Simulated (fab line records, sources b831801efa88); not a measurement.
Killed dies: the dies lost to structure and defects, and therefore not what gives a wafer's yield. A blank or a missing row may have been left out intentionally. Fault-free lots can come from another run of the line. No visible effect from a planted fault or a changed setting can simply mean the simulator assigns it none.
fab line records / flow sky130
record: lots: 4 wafers: 12 last-day: 50
route steps=708 shown METAL3@565 VIA3@573 METAL4@598 CAP2M@603 PAD_OPEN@708
lots untouched by any fault: they come from a run of this same line in which no faults occurred
start-h: the number of hours between the record's first day and the start of the first shown wafer of the lot / wait-h: hours from the lot's prior step to this one / " unchanged from the row above / L1.1+2: a single row standing in for several wafers / - no value, or no start was given / * or withheld: withheld / < > ~ a bound
route shown NAME@n: NAME is a module with steps in the file, n the number in the route of the first one / usual: mean/standard deviation of fault-free wafers / same: alike in all rows / chamber/n: place in a boat / sites: readings site by site / _std_site: their standard deviation / _edge_site: mean of outer sites minus mean of inner sites / radius-mm: for every site, how far away it sits from the centre of the wafer / mask NAME#n: copy n / behind: tool/chamber where the wafer was last shaped / hold: reason for holding the lot/hours on hold/outcome of the hold / device: the n, p or np transistor that did not switch / end of line: the route-end tests of the same wafers / a step with no rows: only its recipe / killed: at the first sort, the dies lost to defects and structure; wafer yield is something else / map: a wafer's dies, marking killed ones x, the rest . and places with no die _
set.NAME: the setting that was run; set.NAME@STEP: the one run at that earlier step / model.NAME: the simulator's own value behind a step, which no gauge read
lots seen at some steps along the route; tables by step, rows by wafer
services: when a tool's chamber went out of use (start-h, in hours from the record's first day, below 0 if earlier), for how many hours, and the reason
== steps ==
step: SKY_METAL3_DESCUM_15
recipe: chemistry: O2 source-power-w: 150 bias-power-w: 0 pressure-mtorr: 10 temp-c: 40 time-s: 8
step: SKY_METAL3_ETCH_16
recipe: chemistry: N2/H2 target: BARC ion-energy-ev: 200 bias-w: 100 pressure-mtorr: 30 n2-flow-sccm: 100 h2-flow-sccm: 200 icp-w: 500 stop-on: SiO2 time-s: 88.2 target-depth-a: 600
step: SKY_METAL3_ETCH_17
recipe: target: SiO2 stop-on: TiN chemistry: C4F8/O2/Ar source-w: 1500 bias-w: 1200 pressure-mtorr: 40 c4f8-flow-sccm: withheld O2_flow_sccm: 6 Ar_flow_sccm: 300 time-s: 3.9 target-depth-a: 150
step: SKY_METAL3_METAL_ETCH_18
recipe: target-depth-a: 8450 stop-on: SiO2 over-etch-frac: 0.3 time-s: 183.1 chemistry: Cl2/BCl3 resist-sidewall-deg: 88 pressure-mtorr: 10 icp-w: 900 bias-w: 48.5 Cl2_flow_sccm: 60 bcl3-flow-sccm: 30
step: SKY_METAL3_STRIP_19
recipe: chemistry: O2/N2 power-w: 1400 pressure-mtorr: 1500 platen-temp-c: withheld o2-flow-sccm: 3000 n2-flow-sccm: 300 overash-fraction: 0.5
step: SKY_METAL3_STRIP_20
recipe: chemistry: post-etch-residue-remover time-s: 1200 temp-c: 72.5
step: SKY_METAL3_CLEAN_21
recipe: chemistry: IPA time-s: 180 temp-c: 25
step: SKY_METAL3_CLEAN_22
recipe: chemistry: O3/DIW dry: n2-spin
step: SKY_VIA3_HDPCVD_00
recipe: material: SiO2 target-thk-nm: 1635 sigma-open-frac: 0.3 time-s: 272.5 temp-c: 400 sih4-flow-sccm: 60 pressure-mtorr: 6
step: SKY_VIA3_CMP_02
recipe: material: SiO2 down-force-psi: 4 platen-rpm: 60 pad-velocity-m-s: 0.94248
usual: motor-current-A: 12.4/1.2
lot.wafer=L727.1 tool=cmp-01 chamber=0 start-h=968.43 wait-h=0.1 motor-current-A=12.9 model.SiO2_of_VIA3_HDPCVD_00.thk-nm=463.5
lot.wafer=L727.2 tool=cmp-01 chamber=3 start-h=968.43 wait-h=0.1 motor-current-A=14.1 model.SiO2_of_VIA3_HDPCVD_00.thk-nm=465
lot.wafer=L727.6 tool=cmp-01 chamber=0 start-h=968.43 wait-h=0.1 motor-current-A=13.2 model.SiO2_of_VIA3_HDPCVD_00.thk-nm=464.4
lot.wafer=L730.1 tool=cmp-01 chamber=3 start-h=997.63 wait-h=0.2 motor-current-A=13.0 model.SiO2_of_VIA3_HDPCVD_00.thk-nm=873.1
lot.wafer=L730.6 tool=cmp-01 chamber=3 start-h=997.63 wait-h=0.2 motor-current-A=13.4 model.SiO2_of_VIA3_HDPCVD_00.thk-nm=875.8
lot.wafer=L730.5 tool=cmp-01 chamber=0 start-h=997.63 wait-h=0.2 motor-current-A=12.7 model.SiO2_of_VIA3_HDPCVD_00.thk-nm=870
lot.wafer=L733.1 tool=cmp-01 chamber=0 start-h=1000.16 wait-h=0.1 motor-current-A=12.3 model.SiO2_of_VIA3_HDPCVD_00.thk-nm=872.5
lot.wafer=L733.2 tool=cmp-01 chamber=1 start-h=1000.16 wait-h=0.1 motor-current-A=12.6 model.SiO2_of_VIA3_HDPCVD_00.thk-nm=870.9
lot.wafer=L733.5 tool=cmp-01 chamber=1 start-h=1000.16 wait-h=0.1 motor-current-A=13.2 model.SiO2_of_VIA3_HDPCVD_00.thk-nm=873.5
lot.wafer=L741.1 tool=cmp-02 chamber=2 start-h=1055.99 wait-h=0.1 motor-current-A=12.6 model.SiO2_of_VIA3_HDPCVD_00.thk-nm=466.2
lot.wafer=L741.6 tool=cmp-02 chamber=2 start-h=1055.99 wait-h=0.1 motor-current-A=12.1 model.SiO2_of_VIA3_HDPCVD_00.thk-nm=465.7
lot.wafer=L741.5 tool=cmp-02 chamber=3 start-h=1055.99 wait-h=0.1 motor-current-A=14.0 model.SiO2_of_VIA3_HDPCVD_00.thk-nm=464.9
step: SKY_VIA3_DEHYDRATE_04
recipe: temp-c: 200 time-s: 60
step: SKY_VIA3_HMDS_05
recipe: prime-time-s: 60 prime-temp-c: 120
step: SKY_VIA3_COAT_06
recipe: resist: BARC temp-c: withheld time-s: withheld spin-rpm: 3000 resist-thk-nm: 60
step: SKY_VIA3_COAT_07
recipe: resist: KrF-thick spin-rpm: 3000 resist-thk-nm: 450
step: SKY_VIA3_SOFTBAKE_08
recipe: temp-c: 100 time-s: 90 resist: KrF-thick
step: SKY_VIA3_EXPOSE_09
recipe: mask-id: VIM3 na: 0.8 source-shape: annular sigma-inner: 0.55 sigma-outer: 0.85 target-cd-nm: 200 dose-mj: 38
step: SKY_VIA3_PEB_10
recipe: peb-temp-c: withheld peb-time-s: withheld resist: KrF-thick
step: SKY_VIA3_DEVELOP_11
recipe: develop-time-s: 60 resist: KrF-thick dev-temp-c: 21
step: SKY_VIA3_ETCH_14
recipe: chemistry: N2/H2 target: BARC ion-energy-ev: 200 source-w: 500 bias-w: 100 pressure-mtorr: 30 n2-flow-sccm: 100 h2-flow-sccm: 200 stop-on: SiO2 time-s: 45.9 target-depth-a: 600
step: SKY_VIA3_ETCH_15
recipe: target: SiO2 chemistry: C4F8/O2/Ar target-depth-nm: 507 stop-on: TiN mask-material: KrF-thick source-w: 1500 bias-w: 1200 pressure-mtorr: 40 c4f8-flow-sccm: withheld O2_flow_sccm: 6 Ar_flow_sccm: 300 time-s: 78
usual: oes-product-au: 0.947/0.0056
lot.wafer=L727.1 tool=rie-diel-04 chamber=1 start-h=993.01 wait-h=0.0 oes-product-au=0.946 rf-hours-counter-h=10 model.VIA3.feature-depth-nm=463.5 model.etch.depth-nm=463.5
lot.wafer=L727.2 tool=rie-diel-04 chamber=3 start-h=993.01 wait-h=0.0 oes-product-au=0.951 rf-hours-counter-h=22 model.VIA3.feature-depth-nm=465 model.etch.depth-nm=465
lot.wafer=L727.6 tool=rie-diel-04 chamber=0 start-h=993.01 wait-h=0.0 oes-product-au=0.947 rf-hours-counter-h=- model.VIA3.feature-depth-nm=464.4 model.etch.depth-nm=464.4
lot.wafer=L730.1 tool=rie-diel-04 chamber=3 start-h=1021.02 wait-h=0.0 oes-product-au=0.976 rf-hours-counter-h=23 model.VIA3.feature-depth-nm=490.9 model.etch.depth-nm=490.9
lot.wafer=L730.5 tool=rie-diel-04 chamber=3 start-h=1021.02 wait-h=0.0 oes-product-au=0.990 rf-hours-counter-h=- model.VIA3.feature-depth-nm=492.3 model.etch.depth-nm=492.3
lot.wafer=L730.6 tool=rie-diel-04 chamber=2 start-h=1021.02 wait-h=0.0 oes-product-au=0.981 rf-hours-counter-h=- model.VIA3.feature-depth-nm=494.5 model.etch.depth-nm=494.5
lot.wafer=L733.1 tool=rie-diel-04 chamber=2 start-h=1023.11 wait-h=0.0 oes-product-au=0.985 rf-hours-counter-h=18 model.VIA3.feature-depth-nm=498.8 model.etch.depth-nm=498.8
lot.wafer=L733.2 tool=rie-diel-04 chamber=3 start-h=1023.11 wait-h=0.0 oes-product-au=0.989 rf-hours-counter-h=24 model.VIA3.feature-depth-nm=490.4 model.etch.depth-nm=490.4
lot.wafer=L733.5 tool=rie-diel-04 chamber=2 start-h=1023.11 wait-h=0.0 oes-product-au=0.993 rf-hours-counter-h=- model.VIA3.feature-depth-nm=495.4 model.etch.depth-nm=495.4
lot.wafer=L741.1 tool=rie-diel-04 chamber=0 start-h=1076.43 wait-h=0.0 oes-product-au=0.948 rf-hours-counter-h=2 model.VIA3.feature-depth-nm=466.2 model.etch.depth-nm=466.2
lot.wafer=L741.5 tool=rie-diel-04 chamber=3 start-h=1076.43 wait-h=0.0 oes-product-au=0.952 rf-hours-counter-h=- model.VIA3.feature-depth-nm=464.9 model.etch.depth-nm=464.9
lot.wafer=L741.6 tool=rie-diel-04 chamber=0 start-h=1076.43 wait-h=0.0 oes-product-au=0.953 rf-hours-counter-h=- model.VIA3.feature-depth-nm=465.7 model.etch.depth-nm=465.7
step: SKY_VIA3_STRIP_16
recipe: chemistry: O2/N2 power-w: 1400 pressure-mtorr: 1500 platen-temp-c: withheld o2-flow-sccm: 3000 n2-flow-sccm: 300 overash-fraction: 0.5
step: SKY_VIA3_STRIP_17
recipe: chemistry: post-etch-residue-remover time-s: 1200 temp-c: 72.5
step: SKY_VIA3_CLEAN_18
recipe: chemistry: IPA time-s: 180 temp-c: 25
step: SKY_VIA3_CLEAN_19
recipe: chemistry: O3/DIW dry: n2-spin
step: SKY_VIA3_SPUTTER_20
recipe: material: TiN target-thk-nm: 20 chamber-pressure-pa: 5 power-w: 4000 time-s: 80
step: SKY_VIA3_CVD_21
recipe: material: W target-thk-nm: 390 time-s: 117.31 temp-c: 400 pressure-torr: 40
step: SKY_VIA3_CMP_24
recipe: stop-on: SiO2 t-overpolish-s: 20 down-force-psi: 3.5 platen-rpm: 60 target-thk-nm: 0 pad-velocity-m-s: 0.94248
step: SKY_METAL4_SPUTTER_00
recipe: material: Ti target-thk-nm: 15 power-w: 3000 time-s: 10 chamber-pressure-pa: 0.4
step: SKY_METAL4_SPUTTER_01
recipe: material: TiN target-thk-nm: 20 power-w: 6500 time-s: 16.7 chamber-pressure-pa: 0.4
step: SKY_METAL4_SPUTTER_02
recipe: material: AlCu target-thk-nm: 735 power-w: 10600 time-s: 39.1 chamber-pressure-pa: 0.4
step: SKY_METAL4_SPUTTER_03
recipe: material: Ti target-thk-nm: 5 power-w: 3000 time-s: 3.3 chamber-pressure-pa: 0.4
step: SKY_METAL4_SPUTTER_04
recipe: material: TiN target-thk-nm: 70 power-w: 6500 time-s: 58.3 chamber-pressure-pa: 0.4
step: SKY_CAP2M_CVD_00
recipe: material: SiO2 target-thk-nm: 15.5 temp-c: 400 time-s: withheld rf-w: 450
step: SKY_METAL4_METAL_ETCH_18
recipe: target-depth-a: 8450 stop-on: SiO2 over-etch-frac: 0.3 time-s: 183.1 chemistry: Cl2/BCl3 resist-sidewall-deg: 88 pressure-mtorr: 10 icp-w: 900 bias-w: 48.5 Cl2_flow_sccm: 60 bcl3-flow-sccm: 30
usual: drypump-motor-current-A: 5.9/0.45 he-backside-leak-sccm: 3.5/0.35 oes-product-au: 0.869/0.0056 throttle-valve-pct: 22.265/0.0087
same: over-etch-frac: 0.3
lot.wafer=L727.1 tool=rie-metal-03 chamber=0 start-h=1040.90 wait-h=0.0 drypump-motor-current-A=6.6 he-backside-leak-sccm=3.5 oes-product-au=0.883 rf-hours-counter-h=1 throttle-valve-pct=22.269 model.SiO2_of_VIA3_HDPCVD_00.thk-nm=433.1
lot.wafer=L727.2 tool=rie-metal-03 chamber=1 start-h=1040.90 wait-h=0.0 drypump-motor-current-A=5.1 he-backside-leak-sccm=3.5 oes-product-au=0.867 rf-hours-counter-h=9 throttle-valve-pct=22.260 model.SiO2_of_VIA3_HDPCVD_00.thk-nm=434.8
lot.wafer=L727.6 tool=rie-metal-03 chamber=0 start-h=1040.90 wait-h=0.0 drypump-motor-current-A=6.6 he-backside-leak-sccm=3.7 oes-product-au=0.871 rf-hours-counter-h=- throttle-valve-pct=22.278 model.SiO2_of_VIA3_HDPCVD_00.thk-nm=433.9
lot.wafer=L730.1 tool=rie-metal-02 chamber=0 start-h=1067.80 wait-h=0.0 drypump-motor-current-A=5.6 he-backside-leak-sccm=3.2 oes-product-au=0.866 rf-hours-counter-h=16 throttle-valve-pct=22.263 model.SiO2_of_VIA3_HDPCVD_00.thk-nm=842.7
lot.wafer=L730.5 tool=rie-metal-02 chamber=0 start-h=1067.80 wait-h=0.0 drypump-motor-current-A=5.6 he-backside-leak-sccm=3.1 oes-product-au=0.866 rf-hours-counter-h=- throttle-valve-pct=22.261 model.SiO2_of_VIA3_HDPCVD_00.thk-nm=839.5
lot.wafer=L730.6 tool=rie-metal-02 chamber=1 start-h=1067.80 wait-h=0.0 drypump-motor-current-A=6.3 he-backside-leak-sccm=3.7 oes-product-au=0.860 rf-hours-counter-h=- throttle-valve-pct=22.259 model.SiO2_of_VIA3_HDPCVD_00.thk-nm=846.3
lot.wafer=L733.1 tool=rie-metal-02 chamber=0 start-h=1070.09 wait-h=0.0 drypump-motor-current-A=5.7 he-backside-leak-sccm=3.3 oes-product-au=0.875 rf-hours-counter-h=17 throttle-valve-pct=22.265 model.SiO2_of_VIA3_HDPCVD_00.thk-nm=842.3
lot.wafer=L733.2 tool=rie-metal-02 chamber=1 start-h=1070.09 wait-h=0.0 drypump-motor-current-A=6.3 he-backside-leak-sccm=3.5 oes-product-au=0.872 rf-hours-counter-h=13 throttle-valve-pct=22.253 model.SiO2_of_VIA3_HDPCVD_00.thk-nm=841.8
lot.wafer=L733.5 tool=rie-metal-02 chamber=0 start-h=1070.09 wait-h=0.0 drypump-motor-current-A=5.6 he-backside-leak-sccm=3.5 oes-product-au=0.864 rf-hours-counter-h=- throttle-valve-pct=22.260 model.SiO2_of_VIA3_HDPCVD_00.thk-nm=843.1
lot.wafer=L741.1 tool=rie-metal-01 chamber=1 start-h=1119.33 wait-h=0.0 drypump-motor-current-A=5.8 he-backside-leak-sccm=3.4 oes-product-au=0.859 rf-hours-counter-h=4 throttle-valve-pct=22.265 model.SiO2_of_VIA3_HDPCVD_00.thk-nm=435.9
lot.wafer=L741.5 tool=rie-metal-01 chamber=1 start-h=1119.33 wait-h=0.0 drypump-motor-current-A=5.8 he-backside-leak-sccm=3.4 oes-product-au=0.871 rf-hours-counter-h=- throttle-valve-pct=22.272 model.SiO2_of_VIA3_HDPCVD_00.thk-nm=434.9
lot.wafer=L741.6 tool=rie-metal-01 chamber=0 start-h=1119.33 wait-h=0.0 drypump-motor-current-A=5.9 he-backside-leak-sccm=3.5 oes-product-au=0.867 rf-hours-counter-h=- throttle-valve-pct=22.263 model.SiO2_of_VIA3_HDPCVD_00.thk-nm=435.7
step: SKY_PAD_OPEN_PROBE_99
usual: defect-limited-yield: 82.3/2 killed_at_M0_to_M3: 44/7.5 killed_at_M4_up: 2.9/1.8 killed-at-contacts: 24/5.1 killed-at-front-end: 16/4.7 killed-at-other: 0.3/0.46 killed-dies: 87/9.9 killed-open: 47/8 killed-short: 39/6.3
same: gross-dies: 492 killed-at-back-side: 0
lot.wafer=L727.1 tool=prober-01 chamber=- start-h=1130.35 wait-h=0.1 defect-limited-yield[%]=80.3 killed_at_M0_to_M3=45 killed_at_M4_up=5 killed-at-contacts=31 killed-at-front-end=15 killed-at-other=1 killed-dies=97 killed-open=57 killed-short=39 model.etest.tester.sort-n-pass=395 model.etest.tester.sort-yield-pct=80.28 model.etest.tester.sort_bin_5_pct=11.18 model.etest.tester.sort_bin_3_pct=0.4065 model.etest.met4-comb.leak-log10-a-um=-11.96 model.etest.li-comb.under-floor=0 model.etest.diode-ndiff-pwell.under-floor=0 model.etest.diode-pdiff-fingers.under-floor=0
lot.wafer=L727.2 tool=prober-01 chamber=- start-h=1130.40 wait-h=0.1 defect-limited-yield[%]=83.9 killed_at_M0_to_M3=36 killed_at_M4_up=2 killed-at-contacts=20 killed-at-front-end=20 killed-at-other=1 killed-dies=79 killed-open=34 killed-short=44 model.etest.tester.sort-n-pass=413 model.etest.tester.sort-yield-pct=83.94 model.etest.tester.sort_bin_5_pct=9.35 model.etest.tester.sort_bin_3_pct=1.423 model.etest.met4-comb.leak-log10-a-um=-11.93 model.etest.li-comb.under-floor=0 model.etest.diode-ndiff-pwell.under-floor=0 model.etest.diode-pdiff-fingers.under-floor=0
lot.wafer=L727.6 tool=prober-01 chamber=- start-h=1130.60 wait-h=0.2 defect-limited-yield[%]=83.9 killed_at_M0_to_M3=42 killed_at_M4_up=3 killed-at-contacts=25 killed-at-front-end=9 killed-at-other=0 killed-dies=79 killed-open=51 killed-short=28 model.etest.tester.sort-n-pass=413 model.etest.tester.sort-yield-pct=83.94 model.etest.tester.sort_bin_5_pct=7.927 model.etest.tester.sort_bin_3_pct=1.016 model.etest.met4-comb.leak-log10-a-um=-12.14 model.etest.li-comb.under-floor=0 model.etest.diode-ndiff-pwell.under-floor=0 model.etest.diode-pdiff-fingers.under-floor=0
lot.wafer=L730.1 tool=prober-02 chamber=- start-h=1154.20 wait-h=0.1 defect-limited-yield[%]=86.6 killed_at_M0_to_M3=38 killed_at_M4_up=0 killed-at-contacts=17 killed-at-front-end=11 killed-at-other=0 killed-dies=66 killed-open=45 killed-short=21 model.etest.tester.sort-n-pass=0 model.etest.tester.sort-yield-pct=0 model.etest.tester.sort_bin_5_pct=91.3 model.etest.tester.sort_bin_3_pct=4.021 model.etest.met4-comb.leak-log10-a-um=-9.757 model.etest.li-comb.under-floor=1 model.etest.diode-ndiff-pwell.under-floor=1 model.etest.diode-pdiff-fingers.under-floor=1
lot.wafer=L730.5 tool=prober-02 chamber=- start-h=1154.40 wait-h=0.2 defect-limited-yield[%]=84.3 killed_at_M0_to_M3=32 killed_at_M4_up=3 killed-at-contacts=18 killed-at-front-end=24 killed-at-other=0 killed-dies=77 killed-open=42 killed-short=34 model.etest.tester.sort-n-pass=0 model.etest.tester.sort-yield-pct=0 model.etest.tester.sort_bin_5_pct=90.15 model.etest.tester.sort_bin_3_pct=3.752 model.etest.met4-comb.leak-log10-a-um=-10.05 model.etest.li-comb.under-floor=1 model.etest.diode-ndiff-pwell.under-floor=1 model.etest.diode-pdiff-fingers.under-floor=1
lot.wafer=L730.6 tool=prober-02 chamber=- start-h=1154.45 wait-h=0.2 defect-limited-yield[%]=82.5 killed_at_M0_to_M3=40 killed_at_M4_up=6 killed-at-contacts=22 killed-at-front-end=18 killed-at-other=0 killed-dies=86 killed-open=46 killed-short=40 model.etest.tester.sort-n-pass=0 model.etest.tester.sort-yield-pct=0 model.etest.tester.sort_bin_5_pct=90.2 model.etest.tester.sort_bin_3_pct=3.499 model.etest.met4-comb.leak-log10-a-um=-10.24 model.etest.li-comb.under-floor=1 model.etest.diode-ndiff-pwell.under-floor=1 model.etest.diode-pdiff-fingers.under-floor=1
lot.wafer=L733.1 tool=prober-01 chamber=- start-h=1156.00 wait-h=0.1 defect-limited-yield[%]=82.1 killed_at_M0_to_M3=36 killed_at_M4_up=5 killed-at-contacts=31 killed-at-front-end=16 killed-at-other=0 killed-dies=88 killed-open=42 killed-short=46 model.etest.tester.sort-n-pass=0 model.etest.tester.sort-yield-pct=0 model.etest.tester.sort_bin_5_pct=90.57 model.etest.tester.sort_bin_3_pct=2.112 model.etest.met4-comb.leak-log10-a-um=-10.78 model.etest.li-comb.under-floor=1 model.etest.diode-ndiff-pwell.under-floor=1 model.etest.diode-pdiff-fingers.under-floor=1
lot.wafer=L733.2 tool=prober-01 chamber=- start-h=1156.05 wait-h=0.1 defect-limited-yield[%]=81.5 killed_at_M0_to_M3=41 killed_at_M4_up=4 killed-at-contacts=22 killed-at-front-end=24 killed-at-other=0 killed-dies=91 killed-open=42 killed-short=48 model.etest.tester.sort-n-pass=0 model.etest.tester.sort-yield-pct=0 model.etest.tester.sort_bin_5_pct=90.07 model.etest.tester.sort_bin_3_pct=3.221 model.etest.met4-comb.leak-log10-a-um=-10.36 model.etest.li-comb.under-floor=1 model.etest.diode-ndiff-pwell.under-floor=1 model.etest.diode-pdiff-fingers.under-floor=1
lot.wafer=L733.5 tool=prober-01 chamber=- start-h=1156.20 wait-h=0.2 defect-limited-yield[%]=84.6 killed_at_M0_to_M3=32 killed_at_M4_up=4 killed-at-contacts=24 killed-at-front-end=16 killed-at-other=0 killed-dies=76 killed-open=40 killed-short=35 model.etest.tester.sort-n-pass=0 model.etest.tester.sort-yield-pct=0 model.etest.tester.sort_bin_5_pct=92.01 model.etest.tester.sort_bin_3_pct=2.093 model.etest.met4-comb.leak-log10-a-um=-10.57 model.etest.li-comb.under-floor=1 model.etest.diode-ndiff-pwell.under-floor=1 model.etest.diode-pdiff-fingers.under-floor=1
lot.wafer=L741.1 tool=prober-01 chamber=- start-h=1196.67 wait-h=0.1 defect-limited-yield[%]=85.8 killed_at_M0_to_M3=32 killed_at_M4_up=1 killed-at-contacts=26 killed-at-front-end=11 killed-at-other=0 killed-dies=70 killed-open=39 killed-short=31 model.etest.tester.sort-n-pass=422 model.etest.tester.sort-yield-pct=85.77 model.etest.tester.sort_bin_5_pct=8.13 model.etest.tester.sort_bin_3_pct=0.2033 model.etest.met4-comb.leak-log10-a-um=-12.05 model.etest.li-comb.under-floor=0 model.etest.diode-ndiff-pwell.under-floor=0 model.etest.diode-pdiff-fingers.under-floor=0
lot.wafer=L741.5 tool=prober-01 chamber=- start-h=1196.87 wait-h=0.2 defect-limited-yield[%]=81.9 killed_at_M0_to_M3=41 killed_at_M4_up=2 killed-at-contacts=29 killed-at-front-end=17 killed-at-other=0 killed-dies=89 killed-open=53 killed-short=35 model.etest.tester.sort-n-pass=403 model.etest.tester.sort-yield-pct=81.91 model.etest.tester.sort_bin_5_pct=11.99 model.etest.tester.sort_bin_3_pct=0.4065 model.etest.met4-comb.leak-log10-a-um=-11.98 model.etest.li-comb.under-floor=0 model.etest.diode-ndiff-pwell.under-floor=0 model.etest.diode-pdiff-fingers.under-floor=0
lot.wafer=L741.6 tool=prober-01 chamber=- start-h=1196.92 wait-h=0.2 defect-limited-yield[%]=81.1 killed_at_M0_to_M3=43 killed_at_M4_up=6 killed-at-contacts=28 killed-at-front-end=15 killed-at-other=1 killed-dies=93 killed-open=48 killed-short=44 model.etest.tester.sort-n-pass=399 model.etest.tester.sort-yield-pct=81.1 model.etest.tester.sort_bin_5_pct=12.4 model.etest.tester.sort_bin_3_pct=0.6098 model.etest.met4-comb.leak-log10-a-um=-12.09 model.etest.li-comb.under-floor=0 model.etest.diode-ndiff-pwell.under-floor=0 model.etest.diode-pdiff-fingers.under-floor=0
killed by level:class
L727.1 CONTACT:geometric-particle:open=12 VIA3:geometric-particle:open=11 LI_CONTACT:geometric-particle:open=8 VIA2:geometric-particle:open=7 LOCAL_INTERCONNECT:geometric-particle:short=6 METAL2:geometric-particle:short=6 METAL1:geometric-particle:short=5 FIELD_ISO:geometric-particle:open=4
L727.2 CONTACT:geometric-particle:open=9 METAL2:geometric-particle:short=7 VIA1:geometric-particle:short=7 VIA2:geometric-particle:open=7 CONTACT:geometric-particle:short=6 FIELD_ISO:geometric-particle:open=4 VIA1:geometric-particle:open=4 VIA3:geometric-particle:short=4
L727.6 VIA1:geometric-particle:open=13 LI_CONTACT:geometric-particle:open=11 CONTACT:geometric-particle:open=8 VIA3:geometric-particle:open=7 METAL1:geometric-particle:short=6 METAL2:geometric-particle:short=5 VIA2:geometric-particle:open=5 CONTACT:geometric-particle:short=3
L730.1 VIA1:geometric-particle:open=10 VIA2:geometric-particle:open=8 CONTACT:geometric-particle:open=7 VIA3:geometric-particle:open=7 FIELD_ISO:geometric-particle:short=4 LI_CONTACT:geometric-particle:open=4 VIA1:geometric-particle:short=4 LOCAL_INTERCONNECT:geometric-particle:short=3
L730.5 CONTACT:geometric-particle:open=7 VIA1:geometric-particle:open=7 FIELD_ISO:geometric-particle:open=6 VIA3:geometric-particle:short=6 VIA3:geometric-particle:open=6 FIELD_ISO:geometric-particle:short=5 LI_CONTACT:geometric-particle:open=5 POLY_GATE:geometric-particle:short=4
L730.6 VIA1:geometric-particle:open=9 CONTACT:geometric-particle:open=9 POLY_GATE:geometric-particle:short=6 VIA2:geometric-particle:open=6 VIA3:geometric-particle:open=6 LOCAL_INTERCONNECT:geometric-particle:short=5 METAL1:geometric-particle:short=5 FIELD_ISO:geometric-particle:open=4
L733.1 CONTACT:geometric-particle:open=10 LI_CONTACT:geometric-particle:open=8 CONTACT:geometric-particle:short=8 METAL2:geometric-particle:short=7 VIA1:geometric-particle:short=6 VIA1:geometric-particle:open=6 FIELD_ISO:geometric-particle:open=5 POLY_GATE:geometric-particle:short=5
L733.2 CONTACT:geometric-particle:open=11 FIELD_ISO:geometric-particle:short=10 METAL2:geometric-particle:short=9 VIA1:geometric-particle:open=8 LI_CONTACT:geometric-particle:open=6 METAL1:geometric-particle:short=5 POLY_GATE:geometric-particle:short=4 METAL4:geometric-particle:short=4
L733.5 CONTACT:geometric-particle:open=10 LI_CONTACT:geometric-particle:open=7 VIA2:geometric-particle:open=6 FIELD_ISO:geometric-particle:open=5 CONTACT:geometric-particle:short=4 METAL2:geometric-particle:short=4 VIA3:geometric-particle:open=4 METAL1:geometric-particle:short=4
L741.1 CONTACT:geometric-particle:open=9 VIA1:geometric-particle:open=7 VIA3:geometric-particle:short=6 LOCAL_INTERCONNECT:geometric-particle:short=5 VIA3:geometric-particle:open=5 LI_CONTACT:geometric-particle:short=4 LOCAL_INTERCONNECT:geometric-particle:open=4 FIELD_ISO:geometric-particle:short=3
L741.5 VIA1:geometric-particle:open=11 LI_CONTACT:geometric-particle:open=10 CONTACT:geometric-particle:open=6 VIA2:geometric-particle:open=6 LOCAL_INTERCONNECT:geometric-particle:short=5 METAL2:geometric-particle:short=5 VIA3:geometric-particle:open=5 FIELD_ISO:geometric-particle:short=4
L741.6 CONTACT:geometric-particle:open=10 VIA3:geometric-particle:open=10 VIA1:geometric-particle:open=9 LOCAL_INTERCONNECT:geometric-particle:short=7 FIELD_ISO:geometric-particle:short=5 METAL1:geometric-particle:short=5 VIA2:geometric-particle:short=5 METAL4:geometric-particle:short=4
== services ==
tool=rie-metal-02 chamber=1 start-h=962.79 hours=3.4 kind=repair
tool=rie-diel-04 chamber=3 start-h=972.65 hours=1.2 kind=repair
tool=cmp-01 chamber=- start-h=974.23 hours=0.2 kind=repair
tool=rie-diel-04 chamber=1 start-h=976.89 hours=3.0 kind=repair
tool=cmp-02 chamber=- start-h=992.92 hours=11.0 kind=repair
tool=rie-diel-04 chamber=0 start-h=994.54 hours=- kind=clean
tool=rie-diel-04 chamber=0 start-h=994.54 hours=23.3 kind=scheduled-down
tool=rie-diel-04 chamber=0 start-h=994.54 hours=23.3 kind=vent-cycle
tool=rie-metal-03 chamber=0 start-h=1014.80 hours=- kind=clean
tool=rie-metal-03 chamber=0 start-h=1014.80 hours=17.2 kind=scheduled-down
tool=rie-metal-03 chamber=0 start-h=1014.80 hours=17.2 kind=vent-cycle
tool=cmp-02 chamber=- start-h=1035.19 hours=0.7 kind=repair
tool=rie-metal-01 chamber=1 start-h=1039.55 hours=- kind=clean
tool=rie-metal-01 chamber=1 start-h=1039.55 hours=27.8 kind=scheduled-down
tool=rie-metal-01 chamber=1 start-h=1039.55 hours=27.8 kind=vent-cycle
tool=cmp-01 chamber=- start-h=1050.56 hours=2.3 kind=repair
tool=cmp-02 chamber=- start-h=1064.55 hours=3.8 kind=repair
tool=cmp-01 chamber=- start-h=1080.22 hours=4.8 kind=pm
tool=cmp-02 chamber=- start-h=1084.35 hours=4.0 kind=pm
tool=cmp-02 chamber=- start-h=1088.35 hours=- kind=consumable-replace:conditioner
tool=cmp-02 chamber=- start-h=1104.86 hours=0.5 kind=repair
tool=rie-metal-02 chamber=- start-h=1107.00 hours=0.5 kind=repair
tool=cmp-01 chamber=- start-h=1110.92 hours=4.9 kind=pm
tool=cmp-01 chamber=- start-h=1118.39 hours=2.1 kind=repair
== key ==
first-sign: step: SKY_VIA3_ETCH_15 reading: oes-product-au direction: up sigmas: 7 usual: 0.947 struck: 0.986
effect none on later readings
model-effect: step: SKY_VIA3_CMP_02 value: SiO2_of_VIA3_HDPCVD_00.thk-nm without: 465.1 struck: 872.6
model-effect: step: SKY_VIA3_ETCH_15 value: VIA3.feature-depth-nm without: 465.1 struck: 493.7
model-effect: step: SKY_METAL4_METAL_ETCH_18 value: SiO2_of_VIA3_HDPCVD_00.thk-nm without: 435.1 struck: 842.6
model-effect: step: SKY_PAD_OPEN_PROBE_99 value: etest.tester.sort-n-pass without: 411.3 struck: 0
met-at SKY_VIA3_CMP_02
struck-wafers L730.1,L730.5,L730.6,L733.1,L733.2,L733.5
onset-between 968.43 997.63
fault: kind: process-parameter-drift tool: cmp-01 chamber: - onset-h: 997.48 steps: SKY_VIA3_CMP_02 channel: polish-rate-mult offset: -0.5 shape: step end-h: 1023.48
